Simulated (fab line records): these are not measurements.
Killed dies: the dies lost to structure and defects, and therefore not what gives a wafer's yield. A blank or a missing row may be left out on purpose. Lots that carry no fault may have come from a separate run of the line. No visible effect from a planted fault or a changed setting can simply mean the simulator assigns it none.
The tool behind it: which one? | flow sfq-line | 45 wafers from 15 lots sampled at 2 of the route's 325 steps

## WHAT EACH GAUGE READ, for each wafer
SFQ_M0_RS_MEAS_904: the measuring method here is four-point-probe.
lot  | measured     | on            | M0_NB_RS (ohm/sq)
L220 | day 7 13:45  | film-metro-01 | 0.896 0.887 0.897
L221 | day 7 23:05  | film-metro-01 | 0.881 0.893 0.874
L222 | day 8 13:29  | film-metro-03 | 0.901 0.888 0.902
L223 | day 8 19:29  | film-metro-01 | 0.877 0.867 0.889
L224 | day 9 05:11  | film-metro-03 | 0.894 0.892 0.896
L225 | day 9 07:50  | film-metro-01 | 0.879 0.894 0.893
L230 | day 11 04:55 | film-metro-04 | 0.895 0.820 0.892
L231 | day 11 12:05 | film-metro-03 | 0.906 0.886 0.901
L232 | day 11 20:29 | film-metro-04 | 0.888 0.809 0.882
L233 | day 12 02:32 | film-metro-04 | 0.802 0.808 0.886
L237 | day 13 08:16 | film-metro-03 | 0.902 0.908 0.901
L238 | day 13 16:51 | film-metro-01 | 0.884 0.876 0.877
L240 | day 14 07:10 | film-metro-03 | 0.898 0.892 0.890
L242 | day 14 21:12 | film-metro-04 | 0.900 0.892 0.890
L243 | day 15 04:25 | film-metro-03 | 0.887 0.887 0.898

## TOOL THAT RAN EACH LOT (tool first, then ch and the chambers of the sampled wafers, then the start)
lot  | SFQ_TRILAYER_M0_DEP_SPUTTER_019
L220 | pvd-sputter-03, day 7 13:36
L221 | pvd-sputter-03, day 7 23:00
L222 | pvd-sputter-03, day 8 13:24
L223 | pvd-sputter-04, day 8 19:24
L224 | pvd-sputter-03, day 9 05:06
L225 | pvd-sputter-05, day 9 07:43
L230 | pvd-sputter-05, day 11 04:49
L231 | pvd-sputter-03, day 11 11:59
L232 | pvd-sputter-05, day 11 20:23
L233 | pvd-sputter-05, day 12 02:25
L237 | pvd-sputter-03, day 13 08:10
L238 | pvd-sputter-04, day 13 16:43
L240 | pvd-sputter-03, day 14 07:02
L242 | pvd-sputter-03, day 14 21:07
L243 | pvd-sputter-04, day 15 04:19
- SFQ_TRILAYER_M0_DEP_SPUTTER_019: material Nb, target thk 200 nm, time 133.3 s.

## WHAT THE TOOLS THEMSELVES READ (means of the sampled wafers that have a number; where no wafer has one, the mark that the record gives instead)
SFQ_TRILAYER_M0_DEP_SPUTTER_019.
lot  | tool           | throttle-valve-pct (%)
L220 | pvd-sputter-03 | 29.0
L221 | pvd-sputter-03 | 28.5
L222 | pvd-sputter-03 | 30.1
L223 | pvd-sputter-04 | 29.2
L224 | pvd-sputter-03 | 29.9
L225 | pvd-sputter-05 | 31.1
L230 | pvd-sputter-05 | 31.2
L231 | pvd-sputter-03 | 29.9
L232 | pvd-sputter-05 | 30.1
L233 | pvd-sputter-05 | 30.3
L237 | pvd-sputter-03 | 29.7
L238 | pvd-sputter-04 | 28.3
L240 | pvd-sputter-03 | 29.5
L242 | pvd-sputter-03 | 29.5
L243 | pvd-sputter-04 | 29.1

## THE ANSWER, worked out from the rows above alone
Rule: the usual values come from the lots themselves. The widest of any qualifying gaps counts: lots, ordered by their means at a reading, are off when they make up no more than a third of the lots, leave a main group of 4 or more, and stand apart from it by 3 or more times the standard deviation of that group's means. A main group is skipped when, at the precision printed for the reading in the tables above, its means are all equal. Also off: a lot with no number at a reading for which 4 or more lots have one. Any other lot the step has rows for is counted as sound. Order of review: gauges by route order, followed by the tools' own readings, for which a lot's mean as printed above is used. The first step at which some lot is off is used, and at that step the reading that is off furthest; a lot without a number counts as furthest.
Across all readings shown, no lot is off: no conclusion can be drawn from this.

## WHAT THE SIMULATOR PUT IN
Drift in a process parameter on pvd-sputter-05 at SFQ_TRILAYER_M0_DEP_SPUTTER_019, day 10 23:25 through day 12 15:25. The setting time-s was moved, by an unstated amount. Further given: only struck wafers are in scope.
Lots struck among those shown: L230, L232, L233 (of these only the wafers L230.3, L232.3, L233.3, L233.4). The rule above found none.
